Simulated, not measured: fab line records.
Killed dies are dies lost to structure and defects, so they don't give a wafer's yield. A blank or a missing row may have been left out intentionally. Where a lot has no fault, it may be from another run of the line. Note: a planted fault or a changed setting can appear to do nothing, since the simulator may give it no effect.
Which tool was responsible? ; flow sky130 ; Sampling: 13 lots, 39 wafers, 5 of 708 route steps

== WHAT THE GAUGES SHOWED, per wafer ==
SKY_LDD_HVP_OVL_MEAS_07.
lot;measured;on;LDD_HVP_OVL (nm)
L564;day 21 08:37;overlay-02;0.0 2.3 0.3
L565;day 22 04:46;overlay-02;1.0 3.3 -0.6
L567;day 23 00:59;overlay-02;0.5 0.4 -2.2
L568;day 23 07:31;overlay-01;-0.1 -1.4 0.2
L569;day 23 15:28;overlay-01;-0.2 0.7 1.4
L570;day 23 22:46;overlay-01;-1.4 -1.3 -0.9
L579;day 27 17:26;overlay-01;-2.6 -0.7 -0.4
L581;day 27 19:53;overlay-02;0.8 -0.9 -0.2
L583;day 28 14:26;overlay-02;0.1 1.0 0.4
L585;day 28 16:31;overlay-02;0.4 -0.5 0.9
L584;day 28 21:22;overlay-01;-2.4 -2.0 1.3
L586;day 29 01:44;overlay-01;-2.1 -2.0 0.3
L587;day 29 18:59;overlay-01;0.3 -0.1 0.9

SKY_POLY_CUT_CD_MEAS_08 targets a cd of 270 nm.
lot;measured;on;cd-nm (nm)
L564;day 24 00:02;cd-sem-02;269.0 268.3 268.9
L565;day 24 21:40;cd-sem-02;269.9 270.5 271.3
L567;day 25 17:16;cd-sem-02;269.6 270.3 269.6
L568;day 25 22:52;cd-sem-02;270.5 271.7 271.5
L569;day 26 06:50;cd-sem-01;273.0 272.5 273.5
L570;day 26 14:55;cd-sem-02;271.1 269.5 270.0
L579;day 30 04:05;cd-sem-01;268.4 269.0 268.9
L581;day 30 08:25;cd-sem-02;270.4 269.7 269.8
L583;day 31 03:08;cd-sem-02;270.5 269.7 269.1
L585;day 31 03:38;cd-sem-02;271.2 270.7 270.3
L584;day 31 07:50;cd-sem-02;269.6 267.6 269.6
L586;day 31 11:12;cd-sem-02;268.8 269.2 269.5
L587;day 32 04:14;cd-sem-02;272.2 271.3 272.2

SKY_SD_N_RS_MEAS_17: a four-point-probe measurement.
lot;measured;on;SD_P_RS (ohm/sq)
L564;day 27 19:03;film-metro-01;147.3 147.6 147.8
L565;day 28 15:15;film-metro-03;146.8 147.2 146.9
L567;day 29 08:53;film-metro-03;146.7 146.7 147.0
L568;day 29 13:35;film-metro-01;147.7 147.3 147.3
L569;day 29 22:02;film-metro-01;147.5 147.4 147.5
L570;day 30 04:41;film-metro-01;147.4 147.4 146.7
L579;day 33 15:29;film-metro-01;147.3 147.9 147.7
L581;day 33 19:08;film-metro-03;147.0 146.6 147.1
L583;day 34 13:26;film-metro-01;147.6 148.0 147.8
L585;day 34 13:57;film-metro-03;146.5 146.4 146.4
L584;day 34 16:38;film-metro-04;146.3 146.4 146.3
L586;day 34 20:02;film-metro-03;146.9 146.6 147.4
L587;day 35 12:43;film-metro-01;147.2 147.1 147.2

== EACH LOT AND THE TOOL THAT RAN IT (in order: tool; ch and the chambers of the sampled wafers; start) ==
lot;SKY_SD_P_COAT_02;SKY_SD_P_STRIP_10
L564;litho-track-01 ch 0, day 24 15:27;plasma-asher-04 ch 0,1, day 25 07:05
L565;litho-track-01 ch 0, day 25 13:23;plasma-asher-02 ch 0,1, day 26 05:02
L567;litho-track-02 ch 0, day 26 07:37;plasma-asher-02 ch 0,1, day 26 22:25
L568;litho-track-02 ch 0, day 26 13:28;plasma-asher-01 ch 0,1, day 27 04:41
L569;litho-track-02 ch 0, day 26 20:55;plasma-asher-02 ch 0,1, day 27 11:53
L570;litho-track-02 ch 0, day 27 05:13;plasma-asher-01 ch 0,1, day 27 19:48
L579;litho-track-01 ch 0, day 30 17:54;plasma-asher-02 ch 0,1, day 31 08:38
L581;litho-track-03 ch 0, day 30 21:47;plasma-asher-04 ch 0,1, day 31 11:49
L583;litho-track-03 ch 0, day 31 17:20;plasma-asher-02 ch 0,1, day 32 07:22
L585;litho-track-02 ch 0, day 31 17:26;plasma-asher-02 ch 0,1, day 32 07:36
L584;litho-track-01 ch 0, day 31 21:08;plasma-asher-02 ch 0,1, day 32 11:23
L586;litho-track-03 ch 0, day 32 00:50;plasma-asher-04 ch 0,1, day 32 14:54
L587;litho-track-02 ch 0, day 32 17:17;plasma-asher-04 ch 0,1, day 33 07:43
- SKY_SD_P_COAT_02: resist thk 1140 nm.
- SKY_SD_P_STRIP_10: strips in O2/N2.

== WHAT THE TOOLS THEMSELVES READ (means of the sampled wafers that have a number; where no wafer has one, the mark that the record gives instead) ==
SKY_SD_P_STRIP_10.
lot;tool;drypump-motor-current-A (A);oes-product-au (a.u.);strip-time-to-endpoint-s (s)
L564;plasma-asher-04;5.76;0.619;17.49
L565;plasma-asher-02;5.58;0.614;17.50
L567;plasma-asher-02;5.41;0.617;17.58
L568;plasma-asher-01;5.49;0.621;17.54
L569;plasma-asher-02;5.57;0.616;17.90
L570;plasma-asher-01;5.48;0.619;17.92
L579;plasma-asher-02;5.42;0.615;17.48
L581;plasma-asher-04;5.75;0.618;17.46
L583;plasma-asher-02;5.43;0.618;17.43
L585;plasma-asher-02;5.59;0.620;17.55
L584;plasma-asher-02;5.42;0.617;17.50
L586;plasma-asher-04;5.76;0.619;17.53
L587;plasma-asher-04;5.83;0.624;17.48

== THE ANSWER, worked out from the rows above alone ==
Rule: the lots themselves supply what counts as usual. Put in order of their means at a reading, lots are off if they are a third of the lots or fewer, leave a main group of 4 or more, and stand apart from it by a gap of 3 or more times the standard deviation of the main group's means; of several such gaps the widest counts. A main group is skipped when, at the precision printed for the reading in the tables above, its means are all equal. A lot without any number at a reading at which 4 lots or more have one is off too. The other lots that the step has rows for count as sound. Order of review: gauges by route order, followed by the tools' own readings, for which a lot's mean as printed above is used. At the first step where some lot is off, the reading lying furthest off is the one used; lots without a number count as furthest.
Off: L569, L570, at SKY_SD_P_STRIP_10 (strip-time-to-endpoint-s). The main group has a mean of 17.50 s with a standard deviation of 0.041.
A tool fits if, at that step or a process step before it, it ran every lot that is off, and no sound lot after the first of them. Of those tried, none fits.

== WHAT THE SIMULATOR HAD PUT IN ==
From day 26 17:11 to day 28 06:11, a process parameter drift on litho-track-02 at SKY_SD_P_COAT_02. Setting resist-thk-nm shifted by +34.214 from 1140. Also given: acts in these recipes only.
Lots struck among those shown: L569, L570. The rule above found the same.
